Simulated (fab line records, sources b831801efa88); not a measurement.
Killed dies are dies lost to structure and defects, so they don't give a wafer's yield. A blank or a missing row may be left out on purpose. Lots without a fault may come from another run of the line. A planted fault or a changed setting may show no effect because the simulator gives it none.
Which tool did it? | flow gf180mcu | 6 lots, 18 wafers sampled, at 3 steps of a route of 602

WHAT THE GAUGES READ, wafer by wafer
GF_V1_THK_MEAS_01.
lot  | measured     | on            | V1_CVD_00_THK (nm)
L574 | day 17 08:38 | film_metro-04 | 608 607 596
L578 | day 18 20:38 | film_metro-02 | 601 604 614
L583 | day 20 17:56 | film_metro-04 | 594 592 588
L589 | day 23 13:14 | film_metro-04 | 603 592 607
L594 | day 24 18:02 | film_metro-02 | 610 592 589
L596 | day 25 10:59 | film_metro-03 | 597 598 587

WHICH TOOL RAN EACH LOT (tool, then ch and the chambers of the sampled wafers, then the start)
lot  | GF_M1_SPUTTER_03             | GF_V1_CVD_00
L574 | pvd_sputter-01, day 16 08:49 | hdpcvd-01 ch 0,1, day 17 08:33
L578 | pvd_sputter-02, day 17 21:21 | hdpcvd-01 ch 0,2, day 18 20:33
L583 | pvd_sputter-04, day 19 16:13 | hdpcvd-02 ch 0,1,2, day 20 17:52
L589 | pvd_sputter-02, day 22 13:09 | hdpcvd-01 ch 0,1, day 23 13:10
L594 | pvd_sputter-04, day 23 19:14 | hdpcvd-01 ch 0,1,2, day 24 17:58
L596 | pvd_sputter-04, day 24 12:34 | hdpcvd-02 ch 0,1,2, day 25 10:55
- GF_M1_SPUTTER_03: material Ti, target thk 10 nm, time 6.7 s.
- GF_V1_CVD_00: deposits SiO2, target thk 600 nm, time 100 s.

THE ANSWER, worked out from the rows above alone
Rule: what is usual is taken from the lots themselves. Put in order of their means at a reading, lots are off if they are a third of the lots or fewer, leave a main group of 4 or more, and stand apart from it by a gap of 3 or more times the standard deviation of the main group's means; of several such gaps the widest counts. A main group whose means are all the same, to the digits that the tables above print for the reading, isn't used. A lot without any number at a reading at which 4 lots or more have one is off too. The other lots that the step has rows for count as sound.
No lot is off at any reading shown: from this, nothing can be told.

WHAT THE SIMULATOR HAD PUT IN
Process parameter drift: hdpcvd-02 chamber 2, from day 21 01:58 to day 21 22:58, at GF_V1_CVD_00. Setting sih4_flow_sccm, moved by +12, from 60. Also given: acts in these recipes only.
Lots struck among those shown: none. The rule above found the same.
